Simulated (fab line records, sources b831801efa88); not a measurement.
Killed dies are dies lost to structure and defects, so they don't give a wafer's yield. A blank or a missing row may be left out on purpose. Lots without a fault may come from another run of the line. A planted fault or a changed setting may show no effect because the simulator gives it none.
fab line records | flow gf180mcu
record lots=24 wafers=72 last_day=34
route steps=602 shown HV_LDD@187 SALICIDE@280
lots that met no fault: from a run of the same line without faults
start_h: hours from the record's first day to the start of the lot's first wafer shown | wait_h: hours since the lot's step before | " the same as in the row above | L1.1+2: a row that stands for several wafers | - no value, or no start given | * or withheld: withheld | < > ~ a bound
route shown NAME@n: a module of which the file shows steps, and the number in the route of the first | usual: mean/standard deviation of fault-free wafers | same: alike in all rows | chamber/n: place in a boat | sites: the reading at each site | _std_site: their standard deviation | _edge_site: outer sites' mean less inner sites' | radius_mm: how far each site lies from the wafer's centre | mask NAME#n: copy n | behind: the tool/chamber that last shaped the wafer | hold: why the lot was held/for how many hours/how that ended | device: the transistor (n, p or np) that didn't switch | end of line: the same wafers' tests at the end of the route | a step without rows: its recipe alone | killed: dies lost to structure and defects at the first sort, not the wafer's yield | map: a wafer's dies, x killed, . not, _ none there
set.NAME: the setting as run; set.NAME@STEP: as run at that earlier step | model.NAME: the simulator's own value behind a step, which no gauge read
steps of the route over a sample of lots; a table a step, a row a wafer
services: from which hour (start_h, from the record's first day; less than 0 if before it) a tool's chamber was out of use, for how many hours, and why
## steps
# step GF_HV_LDD_TW_MEAS_11
# usual HV_LDD_TW=2380/18
# columns lot.wafer tool chamber start_h wait_h HV_LDD_TW
L074.1 film_metro-04 - 219.93 0.1 2359
L074.4 " - " " 2355
L074.5 " - " " 2372
L075.2 film_metro-04 - 220.35 0.1 2371
L075.5 " - " " 2365
L075.6 " - " " 2370
L076.2 film_metro-04 - 228.29 0.1 2351
L076.3 " - " " 2369
L076.5 " - " " 2372
L077.1 film_metro-01 - 239.63 0.1 2388
L077.2 " - " " 2408
L077.4 " - " " 2397
L078.1 film_metro-01 - 244.29 0.1 2409
L078.2 " - " " 2408
L078.4 " - " " 2399
L079.2 film_metro-01 - 248.45 0.1 2394
L079.4 " - " " 2402
L079.6 " - " " 2404
L080.2 film_metro-04 - 260.89 0.1 2372
L080.4 " - " " 2373
L080.6 " - " " 2380
L081.1 film_metro-01 - 263.73 0.1 2392
L081.2 " - " " 2400
L081.3 " - " " 2407
L082.1 film_metro-01 - 271.58 0.1 2394
L082.5 " - " " 2397
L082.6 " - " " 2395
L083.1 film_metro-01 - 278.08 0.1 2394
L083.2 " - " " 2397
L083.5 " - " " 2398
L084.1 film_metro-02 - 285.43 0.1 2372
L084.4 " - " " 2364
L084.5 " - " " 2372
L085.1 film_metro-01 - 295.89 0.1 2392
L085.2 " - " " 2404
L085.3 " - " " 2401
L086.3 film_metro-02 - 298.51 0.1 2369
L086.4 " - " " 2361
L086.5 " - " " 2371
L087.2 film_metro-04 - 318.08 0.1 2347
L087.3 " - " " 2366
L087.5 " - " " 2372
L088.3 film_metro-02 - 322.74 0.1 2381
L088.5 " - " " 2377
L088.6 " - " " 2377
L089.1 film_metro-04 - 331.18 0.1 2365
L089.4 " - " " 2367
L089.6 " - " " 2350
L090.2 film_metro-04 - 337.95 0.1 2373
L090.4 " - " " 2358
L090.5 " - " " 2366
L091.3 film_metro-02 - 342.54 0.1 2374
L091.4 " - " " 2378
L091.5 " - " " 2381
L092.1 film_metro-01 - 351.87 0.1 2411
L092.2 " - " " 2419
L092.5 " - " " 2420
L093.1 film_metro-04 - 361.29 0.1 2366
L093.2 " - " " 2371
L093.3 " - " " 2379
L094.3 film_metro-04 - 363.76 0.1 2361
L094.5 " - " " 2368
L094.6 " - " " 2382
L095.2 film_metro-02 - 370.15 0.1 2394
L095.4 " - " " 2386
L095.6 " - " " 2382
L096.1 film_metro-02 - 391.62 0.1 2369
L096.3 " - " " 2373
L096.5 " - " " 2373
L097.1 film_metro-04 - 394.72 0.1 2364
L097.3 " - " " 2370
L097.5 " - " " 2350
# step GF_HV_LDD_OVL_MEAS_32
# usual HV_LDD_02_OVL=0.4/1.4
# columns lot.wafer tool chamber start_h wait_h HV_LDD_02_OVL[nm]
L074.1 overlay-01 - 256.40 0.1 -2.0
L074.4 " - " " -1.1
L074.5 " - " " -1.4
L075.2 overlay-02 - 257.01 0.1 2.4
L075.5 " - " " 2.4
L075.6 " - " " 1.2
L076.2 overlay-02 - 265.71 0.1 1.8
L076.3 " - " " 2.5
L076.5 " - " " 2.1
L077.1 overlay-02 - 278.86 0.1 1.8
L077.2 " - " " 1.7
L077.4 " - " " -0.5
L078.1 overlay-02 - 282.55 0.1 1.5
L078.2 " - " " -1.0
L078.4 " - " " 0.2
L079.2 overlay-01 - 287.29 0.1 -0.5
L079.4 " - " " -1.0
L079.6 " - " " 1.1
L080.2 overlay-01 - 300.49 0.1 0.5
L080.4 " - " " -0.9
L080.6 " - " " -0.6
L081.1 overlay-01 - 302.70 0.1 -1.1
L081.2 " - " " -0.1
L081.3 " - " " -0.5
L082.1 overlay-02 - 310.70 0.1 0.7
L082.5 " - " " -0.4
L082.6 " - " " 0.7
L083.1 overlay-01 - 317.49 0.1 -1.5
L083.2 " - " " 0.1
L083.5 " - " " 0.9
L084.1 overlay-01 - 325.30 0.1 0.8
L084.4 " - " " -0.2
L084.5 " - " " -2.7
L085.1 overlay-01 - 337.14 0.1 -0.2
L085.2 " - " " -1.5
L085.3 " - " " -0.2
L086.3 overlay-01 - 339.41 0.1 -0.3
L086.4 " - " " 0.9
L086.5 " - " " -0.9
L087.2 overlay-01 - 360.36 0.1 2.2
L087.3 " - " " 3.0
L087.5 " - " " 1.7
L088.3 overlay-02 - 366.26 0.1 -0.1
L088.5 " - " " 3.2
L088.6 " - " " 0.1
L089.1 overlay-01 - 375.15 0.1 -1.2
L089.4 " - " " -1.3
L089.6 " - " " 1.3
L090.2 overlay-01 - 381.40 0.1 3.4
L090.4 " - " " 2.4
L090.5 " - " " 1.6
L091.3 overlay-02 - 386.71 0.1 -0.3
L091.4 " - " " 0.7
L091.5 " - " " 1.7
L092.1 overlay-01 - 396.74 0.1 -0.3
L092.2 " - " " -0.9
L092.5 " - " " -2.4
L093.1 overlay-02 - 407.75 0.1 0.4
L093.2 " - " " -1.2
L093.3 " - " " 1.1
L094.3 overlay-02 - 409.06 0.1 1.4
L094.5 " - " " 2.2
L094.6 " - " " 1.0
L095.2 overlay-02 - 415.76 0.1 1.7
L095.4 " - " " 0.5
L095.6 " - " " 1.4
L096.1 overlay-01 - 437.69 0.1 0.2
L096.3 " - " " 1.9
L096.5 " - " " 1.6
L097.1 overlay-01 - 441.54 0.1 -1.2
L097.3 " - " " 0.9
L097.5 " - " " -0.2
# step GF_HV_LDD_OVL_MEAS_47
# usual HV_LDD_03_OVL=-1.0/1.5
# columns lot.wafer tool chamber start_h wait_h HV_LDD_03_OVL[nm]
L074.1 overlay-01 - 276.19 0.1 0.2
L074.4 " - " " -1.4
L074.5 " - " " 0.5
L075.2 overlay-02 - 276.66 0.1 -0.8
L075.5 " - " " -1.5
L075.6 " - " " -0.6
L076.2 overlay-01 - 285.80 0.1 -1.4
L076.3 " - " " -0.8
L076.5 " - " " -0.2
L077.1 overlay-01 - 299.67 0.1 -1.8
L077.2 " - " " -1.2
L077.4 " - " " -0.7
L078.1 overlay-01 - 302.99 0.1 -3.1
L078.2 " - " " -4.6
L078.4 " - " " -4.7
L079.2 overlay-01 - 308.06 0.1 -1.7
L079.4 " - " " -1.3
L079.6 " - " " -1.3
L080.2 overlay-01 - 320.79 0.1 1.6
L080.4 " - " " 1.9
L080.6 " - " " 1.6
L081.1 overlay-01 - 322.80 0.1 -0.1
L081.2 " - " " -1.0
L081.3 " - " " 0.9
L082.1 overlay-01 - 332.20 0.1 -1.5
L082.5 " - " " -0.5
L082.6 " - " " -1.3
L083.1 overlay-02 - 338.60 0.1 1.0
L083.2 " - " " 2.0
L083.5 " - " " 0.6
L084.1 overlay-01 - 347.95 0.1 -2.2
L084.4 " - " " 0.1
L084.5 " - " " -2.8
L085.1 overlay-02 - 359.14 0.1 -0.5
L085.2 " - " " -1.3
L085.3 " - " " -0.3
L086.3 overlay-01 - 361.90 0.1 -0.7
L086.4 " - " " -0.4
L086.5 " - " " -0.2
L087.2 overlay-01 - 384.39 0.1 -2.2
L087.3 " - " " -2.4
L087.5 " - " " -2.0
L088.3 overlay-02 - 388.80 0.1 -2.0
L088.5 " - " " -1.7
L088.6 " - " " -1.7
L089.1 overlay-01 - 398.65 0.1 -1.7
L089.4 " - " " -2.5
L089.6 " - " " -0.8
L090.2 overlay-02 - 404.90 0.1 -1.0
L090.4 " - " " -0.9
L090.5 " - " " -1.1
L091.3 overlay-02 - 410.26 0.1 -1.9
L091.4 " - " " 1.6
L091.5 " - " " 0.2
L092.1 overlay-01 - 420.00 0.1 -3.1
L092.2 " - " " -2.3
L092.5 " - " " -2.1
L093.1 overlay-02 - 431.82 0.1 2.6
L093.2 " - " " 2.0
L093.3 " - " " 0.0
L094.3 overlay-02 - 433.16 0.1 -3.4
L094.5 " - " " -2.2
L094.6 " - " " -0.2
L095.2 overlay-02 - 439.54 0.1 0.3
L095.4 " - " " -0.3
L095.6 " - " " -2.4
L096.1 overlay-02 - 462.89 0.1 -0.5
L096.3 " - " " -1.4
L096.5 " - " " -3.1
L097.1 overlay-01 - 466.90 0.1 -1.7
L097.3 " - " " 1.1
L097.5 " - " " -0.8
# step GF_HV_LDD_TW_MEAS_50
# usual HV_LDD_4_TW=570/4.2
# columns lot.wafer tool chamber start_h wait_h HV_LDD_4_TW
L074.1 film_metro-02 - 276.48 0.1 567
L074.4 " - " " 564
L074.5 " - " " 565
L075.2 film_metro-04 - 276.95 0.1 567
L075.5 " - " " 565
L075.6 " - " " 566
L076.2 film_metro-04 - 286.09 0.1 567
L076.3 " - " " 565
L076.5 " - " " 567
L077.1 film_metro-04 - 299.95 0.1 565
L077.2 " - " " 567
L077.4 " - " " 566
L078.1 film_metro-02 - 303.27 0.1 566
L078.2 " - " " 566
L078.4 " - " " 568
L079.2 film_metro-01 - 308.35 0.1 575
L079.4 " - " " 573
L079.6 " - " " 576
L080.2 film_metro-01 - 321.08 0.1 578
L080.4 " - " " 573
L080.6 " - " " 575
L081.1 film_metro-01 - 323.08 0.1 579
L081.2 " - " " 575
L081.3 " - " " 577
L082.1 film_metro-01 - 332.49 0.1 575
L082.5 " - " " 574
L082.6 " - " " 578
L083.1 film_metro-02 - 338.89 0.1 567
L083.2 " - " " 571
L083.5 " - " " 569
L084.1 film_metro-04 - 348.24 0.1 563
L084.4 " - " " 564
L084.5 " - " " 565
L085.1 film_metro-04 - 359.43 0.1 569
L085.2 " - " " 565
L085.3 " - " " 565
L086.3 film_metro-04 - 362.19 0.1 568
L086.4 " - " " 567
L086.5 " - " " 568
L087.2 film_metro-01 - 384.68 0.1 576
L087.3 " - " " 573
L087.5 " - " " 576
L088.3 film_metro-01 - 389.09 0.1 572
L088.5 " - " " 573
L088.6 " - " " 575
L089.1 film_metro-04 - 398.94 0.1 565
L089.4 " - " " 565
L089.6 " - " " 570
L090.2 film_metro-02 - 405.19 0.1 569
L090.4 " - " " 572
L090.5 " - " " 568
L091.3 film_metro-04 - 410.55 0.1 569
L091.4 " - " " 570
L091.5 " - " " 565
L092.1 film_metro-01 - 420.29 0.1 573
L092.2 " - " " 574
L092.5 " - " " 572
L093.1 film_metro-01 - 432.11 0.1 573
L093.2 " - " " 574
L093.3 " - " " 575
L094.3 film_metro-01 - 433.47 0.1 573
L094.5 " - " " 572
L094.6 " - " " 575
L095.2 film_metro-02 - 439.83 0.1 574
L095.4 " - " " 566
L095.6 " - " " 571
L096.1 film_metro-04 - 463.17 0.1 566
L096.3 " - " " 565
L096.5 " - " " 567
L097.1 film_metro-02 - 467.18 0.1 566
L097.3 " - " " 566
L097.5 " - " " 568
# step GF_SALICIDE_SPUTTER_02
# recipe material=Co target_thk_nm=10 power_w=1000 time_s=20 chamber_pressure_pa=0.4
# usual chamber_pressure_pa=0.4000/0.00073 throttle_valve_pct=29.4/0.85
# columns lot.wafer tool chamber start_h wait_h chamber_pressure_pa throttle_valve_pct
L074.1 pvd_sputter-04 - 342.00 0.0 0.3996 29.2
L074.4 " - " " 0.3993 28.7
L074.5 " - " " 0.4015 31.1
L075.2 pvd_sputter-04 - 342.91 0.0 0.4006 31.0
L075.5 " - " " 0.4008 31.1
L075.6 " - " " 0.3998 28.5
L076.2 pvd_sputter-01 - 352.27 0.0 0.3986 28.8
L076.3 " - " " 0.3993 30.0
L076.5 " - " " 0.3983 28.7
L077.1 pvd_sputter-03 - 367.47 0.0 0.3998 29.7
L077.2 " - " " 0.3999 29.2
L077.4 " - " " 0.4009 28.9
L078.1 pvd_sputter-03 - 369.88 0.0 0.4004 29.4
L078.2 " - " " 0.3993 29.0
L078.4 " - " " 0.3994 29.1
L079.2 pvd_sputter-01 - 377.13 0.0 0.3992 30.7
L079.4 " - " " 0.3994 30.8
L079.6 " - " " 0.3999 28.6
L080.2 pvd_sputter-01 - 391.88 0.0 0.3993 30.1
L080.4 " - " " 0.4001 28.7
L080.6 " - " " 0.4005 30.5
L081.1 pvd_sputter-04 - 394.63 0.0 0.3997 28.4
L081.2 " - " " 0.3995 31.1
L081.3 " - " " 0.4004 29.0
L082.1 pvd_sputter-03 - 403.31 0.0 0.4000 28.5
L082.5 " - " " 0.3994 29.7
L082.6 " - " " 0.3996 29.0
L083.1 pvd_sputter-03 - 409.72 0.0 0.3993 29.2
L083.2 " - " " 0.4004 29.2
L083.5 " - " " 0.3992 29.5
L084.1 pvd_sputter-03 - 420.91 0.0 0.3997 28.9
L084.4 " - " " 0.3999 29.4
L084.5 " - " " 0.4002 29.5
L085.1 pvd_sputter-03 - 432.73 0.0 0.4006 29.2
L085.2 " - " " 0.3996 29.4
L085.3 " - " " 0.4012 29.0
L086.3 pvd_sputter-04 - 435.72 0.0 0.3996 31.1
L086.4 " - " " 0.4005 28.6
L086.5 " - " " 0.4005 31.1
L087.2 pvd_sputter-04 - 459.42 0.0 0.4007 31.0
L087.3 " - " " 0.4009 28.5
L087.5 " - " " 0.3992 29.4
L088.3 pvd_sputter-04 - 464.26 0.0 0.4007 28.4
L088.5 " - " " 0.3991 28.7
L088.6 " - " " 0.3992 28.5
L089.1 pvd_sputter-03 - 473.68 0.0 0.4006 29.7
L089.4 " - " " 0.4000 28.7
L089.6 " - " " 0.3994 29.1
L090.2 pvd_sputter-04 - 482.05 0.0 0.3994 28.5
L090.4 " - " " 0.3993 28.6
L090.5 " - " " 0.4002 28.5
L091.3 pvd_sputter-03 - 486.14 0.0 0.4000 28.7
L091.4 " - " " 0.3998 29.1
L091.5 " - " " 0.4012 28.5
L092.1 pvd_sputter-03 - 496.11 0.0 0.4022 29.2
L092.2 " - " " 0.4007 29.6
L092.5 " - " " 0.4008 29.2
L093.1 pvd_sputter-03 - 510.28 0.0 0.3990 29.5
L093.2 " - " " 0.4014 28.7
L093.3 " - " " 0.4004 29.1
L094.3 pvd_sputter-01 - 510.58 0.0 0.4009 28.5
L094.5 " - " " 0.4011 30.3
L094.6 " - " " 0.4008 30.8
L095.2 pvd_sputter-01 - 516.63 0.0 0.4004 30.5
L095.4 " - " " 0.4000 28.7
L095.6 " - " " 0.3995 30.4
L096.1 pvd_sputter-03 - 538.19 0.0 0.4013 29.3
L096.3 " - " " 0.3990 28.7
L096.5 " - " " 0.4001 29.2
L097.1 pvd_sputter-04 - 541.30 0.0 0.4005 29.4
L097.3 " - " " 0.4004 31.1
L097.5 " - " " 0.4003 31.2
# step GF_SALICIDE_RTA_06
# recipe temp_c=530 time_s=30 ambient=N2
# usual chamber_o2_ppm=2.000/0.02 lamp_power_pct=5.91/0.18 wafer_temp_C_max=532.2/0.51
# columns lot.wafer tool chamber start_h wait_h chamber_o2_ppm lamp_power_pct wafer_temp_C_max
L074.1 rtp_anneal-01 0 342.23 0.1 2.020 6.06 532.0
L074.4 " 0 " " 1.975 6.06 532.5
L074.5 " 0 " " 1.980 6.07 532.1
L075.2 rtp_anneal-01 0 343.16 0.1 2.025 6.06 533.3
L075.5 " 0 " " 2.013 6.07 532.2
L075.6 " 0 " " 2.002 6.06 532.1
L076.2 rtp_anneal-01 0 352.52 0.1 1.978 6.06 532.2
L076.3 " 0 " " 1.999 6.07 532.3
L076.5 " 0 " " 1.984 6.06 533.3
L077.1 rtp_anneal-01 0 367.70 0.1 1.995 6.07 533.1
L077.2 " 0 " " 1.992 6.06 532.4
L077.4 " 0 " " 2.056 6.05 533.6
L078.1 rtp_anneal-02 0 370.12 0.1 2.000 5.70 532.0
L078.2 " 0 " " 1.987 5.70 531.6
L078.4 " 0 " " 2.012 5.69 532.3
L079.2 rtp_anneal-02 0 377.38 0.1 2.013 5.69 531.6
L079.4 " 0 " " 2.005 5.70 532.1
L079.6 " 0 " " 2.012 5.69 532.4
L080.2 rtp_anneal-01 0 392.13 0.1 2.022 6.06 531.8
L080.4 " 0 " " 2.020 6.06 532.1
L080.6 " 0 " " 2.025 6.07 531.6
L081.1 rtp_anneal-01 0 394.86 0.1 1.994 6.07 532.0
L081.2 " 0 " " 1.990 6.06 531.8
L081.3 " 0 " " 2.011 6.06 531.4
L082.1 rtp_anneal-01 0 403.55 0.1 2.000 6.06 532.0
L082.5 " 0 " " 1.982 6.06 532.0
L082.6 " 0 " " 1.984 6.07 532.1
L083.1 rtp_anneal-02 0 409.96 0.1 1.993 5.69 531.6
L083.2 " 0 " " 2.002 5.70 532.2
L083.5 " 0 " " 1.987 5.70 531.8
L084.1 rtp_anneal-01 0 421.14 0.1 1.995 6.06 534.1
L084.4 " 0 " " 1.995 6.06 532.7
L084.5 " 0 " " 2.038 6.07 532.1
L085.1 rtp_anneal-01 0 432.96 0.1 1.972 6.06 533.0
L085.2 " 0 " " 1.957 6.07 531.2
L085.3 " 0 " " 1.972 6.07 531.9
L086.3 rtp_anneal-02 0 435.99 0.1 2.030 5.70 531.7
L086.4 " 0 " " 2.009 5.69 532.7
L086.5 " 0 " " 1.998 5.71 532.4
L087.2 rtp_anneal-01 0 459.67 0.1 1.991 6.06 531.6
L087.3 " 0 " " 2.008 6.06 531.8
L087.5 " 0 " " 2.024 6.06 531.5
L088.3 rtp_anneal-01 0 464.53 0.1 1.982 6.06 532.0
L088.5 " 0 " " 1.967 6.06 531.9
L088.6 " 0 " " 1.960 6.07 531.8
L089.1 rtp_anneal-02 0 473.91 0.1 1.974 5.70 531.8
L089.4 " 0 " " 1.984 5.69 531.9
L089.6 " 0 " " 2.026 5.70 532.9
L090.2 rtp_anneal-02 0 482.30 0.1 1.990 5.70 533.4
L090.4 " 0 " " 2.015 5.69 532.9
L090.5 " 0 " " 2.020 5.69 532.3
L091.3 rtp_anneal-02 0 486.41 0.1 1.998 5.69 532.1
L091.4 " 0 " " 1.999 5.69 531.9
L091.5 " 0 " " 2.028 5.70 531.7
L092.1 rtp_anneal-02 0 496.35 0.1 2.009 5.70 532.0
L092.2 " 0 " " 1.977 5.70 532.4
L092.5 " 0 " " 1.982 5.70 532.3
L093.1 rtp_anneal-01 0 510.51 0.1 2.003 6.06 532.0
L093.2 " 0 " " 1.983 6.05 532.0
L093.3 " 0 " " 2.010 6.04 532.5
L094.3 rtp_anneal-01 0 510.84 0.1 1.999 6.07 532.0
L094.5 " 0 " " 2.001 6.06 532.1
L094.6 " 0 " " 1.998 6.07 531.8
L095.2 rtp_anneal-01 0 516.88 0.1 2.002 6.07 532.0
L095.4 " 0 " " 1.978 6.06 531.9
L095.6 " 0 " " 1.975 6.06 531.8
L096.1 rtp_anneal-02 0 538.42 0.1 2.002 5.70 532.0
L096.3 " 0 " " 2.057 5.69 533.0
L096.5 " 0 " " 2.021 5.70 532.8
L097.1 rtp_anneal-02 0 541.53 0.1 2.016 5.70 533.3
L097.3 " 0 " " 2.004 5.70 531.5
L097.5 " 0 " " 1.986 5.70 532.5
## services
# columns tool chamber start_h hours kind
pvd_sputter-03 - 327.00 2.3 repair
pvd_sputter-04 - 374.38 10.8 repair
pvd_sputter-04 3 425.43 - consumable_replace:kit
pvd_sputter-04 3 425.43 18.0 scheduled_down
pvd_sputter-04 3 425.43 18.0 vent_cycle
pvd_sputter-03 - 433.44 5.4 repair
pvd_sputter-01 0 471.15 - consumable_replace:kit
pvd_sputter-01 0 471.15 18.0 scheduled_down
pvd_sputter-01 0 471.15 18.0 vent_cycle
pvd_sputter-01 - 477.89 9.2 repair
rtp_anneal-01 - 503.30 0.7 pm
rtp_anneal-02 - 539.67 1.2 repair
## key
fault none
